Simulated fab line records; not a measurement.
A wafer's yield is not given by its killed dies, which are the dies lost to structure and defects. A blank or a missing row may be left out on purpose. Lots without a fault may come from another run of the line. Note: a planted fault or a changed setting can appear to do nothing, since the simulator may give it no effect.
Which tool was responsible? / flow sky130 / 12 lots, 36 wafers sampled, at 3 steps of a route of 708

## WHAT THE GAUGES SHOWED, per wafer
SKY_VIA3_THK_MEAS_23: measures by xrf.
lot=L414; measured=day 40 06:21; on=film_metro-03; VIA3_W_THK (nm)=398 408 399
lot=L415; measured=day 40 10:55; on=film_metro-02; VIA3_W_THK (nm)=395 404 398
lot=L416; measured=day 40 13:10; on=film_metro-03; VIA3_W_THK (nm)=399 406 402
lot=L417; measured=day 41 11:20; on=film_metro-01; VIA3_W_THK (nm)=387 386 398
lot=L421; measured=day 42 10:36; on=film_metro-03; VIA3_W_THK (nm)=409 399 401
lot=L422; measured=day 43 01:04; on=film_metro-02; VIA3_W_THK (nm)=398 413 407
lot=L423; measured=day 43 04:01; on=film_metro-01; VIA3_W_THK (nm)=397 396 399
lot=L424; measured=day 43 11:43; on=film_metro-03; VIA3_W_THK (nm)=401 410 394
lot=L425; measured=day 43 12:06; on=film_metro-03; VIA3_W_THK (nm)=394 407 398
lot=L433; measured=day 45 12:58; on=film_metro-03; VIA3_W_THK (nm)=401 394 401
lot=L434; measured=day 45 16:04; on=film_metro-01; VIA3_W_THK (nm)=398 394 395
lot=L435; measured=day 46 04:45; on=film_metro-01; VIA3_W_THK (nm)=406 405 400

SKY_PASSIVATION_THK_MEAS_01.
lot=L414; measured=day 44 06:24; on=film_metro-02; PASSIVATION_CVD_00_THK (nm)=88.2 89.2 89.7
lot=L415; measured=day 44 13:42; on=film_metro-01; PASSIVATION_CVD_00_THK (nm)=89.3 88.7 91.1
lot=L416; measured=day 44 15:17; on=film_metro-02; PASSIVATION_CVD_00_THK (nm)=88.2 88.5 90.0
lot=L417; measured=day 45 12:17; on=film_metro-02; PASSIVATION_CVD_00_THK (nm)=89.1 90.2 90.9
lot=L421; measured=day 46 06:41; on=film_metro-03; PASSIVATION_CVD_00_THK (nm)=89.8 92.4 91.3
lot=L422; measured=day 46 20:56; on=film_metro-03; PASSIVATION_CVD_00_THK (nm)=90.1 88.6 90.2
lot=L423; measured=day 46 22:50; on=film_metro-02; PASSIVATION_CVD_00_THK (nm)=90.1 90.0 90.1
lot=L424; measured=day 47 05:58; on=film_metro-03; PASSIVATION_CVD_00_THK (nm)=89.0 87.6 91.8
lot=L425; measured=day 47 07:04; on=film_metro-03; PASSIVATION_CVD_00_THK (nm)=92.2 91.8 90.8
lot=L433; measured=day 49 00:47; on=film_metro-02; PASSIVATION_CVD_00_THK (nm)=89.6 89.6 91.8
lot=L434; measured=day 49 04:19; on=film_metro-03; PASSIVATION_CVD_00_THK (nm)=88.8 89.4 89.5
lot=L435; measured=day 49 14:43; on=film_metro-01; PASSIVATION_CVD_00_THK (nm)=88.2 88.5 91.0

## EACH LOT AND THE TOOL THAT RAN IT (in order: tool; ch and the chambers of the sampled wafers; start)
lot=L414; SKY_METAL5_STRIP_16=plasma_asher-03 ch 0,1, day 44 05:47
lot=L415; SKY_METAL5_STRIP_16=plasma_asher-04 ch 0,1, day 44 12:53
lot=L416; SKY_METAL5_STRIP_16=plasma_asher-01 ch 0,1, day 44 14:40
lot=L417; SKY_METAL5_STRIP_16=plasma_asher-03 ch 0,1, day 45 11:40
lot=L421; SKY_METAL5_STRIP_16=plasma_asher-01 ch 0,1, day 46 06:04
lot=L422; SKY_METAL5_STRIP_16=plasma_asher-03 ch 0,1, day 46 19:53
lot=L423; SKY_METAL5_STRIP_16=plasma_asher-04 ch 0,1, day 46 22:13
lot=L424; SKY_METAL5_STRIP_16=plasma_asher-04 ch 0,1, day 47 05:21
lot=L425; SKY_METAL5_STRIP_16=plasma_asher-01 ch 0,1, day 47 06:28
lot=L433; SKY_METAL5_STRIP_16=plasma_asher-03 ch 0,1, day 49 00:10
lot=L434; SKY_METAL5_STRIP_16=plasma_asher-04 ch 0,1, day 49 03:41
lot=L435; SKY_METAL5_STRIP_16=plasma_asher-04 ch 0,1, day 49 14:05
- SKY_METAL5_STRIP_16: strips in O2/N2.

## AS READ BY THE TOOLS THEMSELVES (means over the sampled wafers that have a number; for cases with no such wafer, the mark the record gives instead)
SKY_METAL5_STRIP_16.
lot=L414; tool=plasma_asher-03; chamber_pressure_mTorr (mTorr)=1501.3; drypump_motor_current_A (A)=6.2; oes_product_au (a.u.)=0.710; strip_time_to_endpoint_s (s)=13.08
lot=L415; tool=plasma_asher-04; chamber_pressure_mTorr (mTorr)=1499.4; drypump_motor_current_A (A)=5.9; oes_product_au (a.u.)=0.711; strip_time_to_endpoint_s (s)=13.05
lot=L416; tool=plasma_asher-01; chamber_pressure_mTorr (mTorr)=1500.2; drypump_motor_current_A (A)=5.8; oes_product_au (a.u.)=0.708; strip_time_to_endpoint_s (s)=13.24
lot=L417; tool=plasma_asher-03; chamber_pressure_mTorr (mTorr)=1500.9; drypump_motor_current_A (A)=6.1; oes_product_au (a.u.)=0.709; strip_time_to_endpoint_s (s)=13.20
lot=L421; tool=plasma_asher-01; chamber_pressure_mTorr (mTorr)=1499.4; drypump_motor_current_A (A)=6.2; oes_product_au (a.u.)=0.711; strip_time_to_endpoint_s (s)=13.15
lot=L422; tool=plasma_asher-03; chamber_pressure_mTorr (mTorr)=1500.4; drypump_motor_current_A (A)=6.1; oes_product_au (a.u.)=0.711; strip_time_to_endpoint_s (s)=13.17
lot=L423; tool=plasma_asher-04; chamber_pressure_mTorr (mTorr)=1500.8; drypump_motor_current_A (A)=5.7; oes_product_au (a.u.)=0.713; strip_time_to_endpoint_s (s)=13.10
lot=L424; tool=plasma_asher-04; chamber_pressure_mTorr (mTorr)=1499.9; drypump_motor_current_A (A)=5.7; oes_product_au (a.u.)=0.714; strip_time_to_endpoint_s (s)=13.17
lot=L425; tool=plasma_asher-01; chamber_pressure_mTorr (mTorr)=1498.9; drypump_motor_current_A (A)=6.2; oes_product_au (a.u.)=0.710; strip_time_to_endpoint_s (s)=13.02
lot=L433; tool=plasma_asher-03; chamber_pressure_mTorr (mTorr)=1498.9; drypump_motor_current_A (A)=6.1; oes_product_au (a.u.)=0.708; strip_time_to_endpoint_s (s)=13.02
lot=L434; tool=plasma_asher-04; chamber_pressure_mTorr (mTorr)=1498.8; drypump_motor_current_A (A)=5.7; oes_product_au (a.u.)=0.708; strip_time_to_endpoint_s (s)=13.07
lot=L435; tool=plasma_asher-04; chamber_pressure_mTorr (mTorr)=1500.1; drypump_motor_current_A (A)=5.7; oes_product_au (a.u.)=0.714; strip_time_to_endpoint_s (s)=13.15

## THE ANSWER, worked out from the rows above alone
Rule: the lots themselves supply what counts as usual. Put in order of their means at a reading, lots are off if they are a third of the lots or fewer, leave a main group of 4 or more, and stand apart from it by a gap of 3 or more times the standard deviation of the main group's means; of several such gaps the widest counts. A main group whose means are all the same, to the digits that the tables above print for the reading, isn't used. A lot without any number at a reading at which 4 lots or more have one is off too. All remaining lots with rows at the step are treated as sound. After the gauges, taken in route order, come the tools' own readings; for these a lot's mean is taken, as printed above. The first step at which some lot is off is used, and at that step the reading that is off furthest; a lot without a number counts as furthest.
No lot is off at any reading shown: from this, nothing can be told.

## WHAT THE SIMULATOR HAD PUT IN
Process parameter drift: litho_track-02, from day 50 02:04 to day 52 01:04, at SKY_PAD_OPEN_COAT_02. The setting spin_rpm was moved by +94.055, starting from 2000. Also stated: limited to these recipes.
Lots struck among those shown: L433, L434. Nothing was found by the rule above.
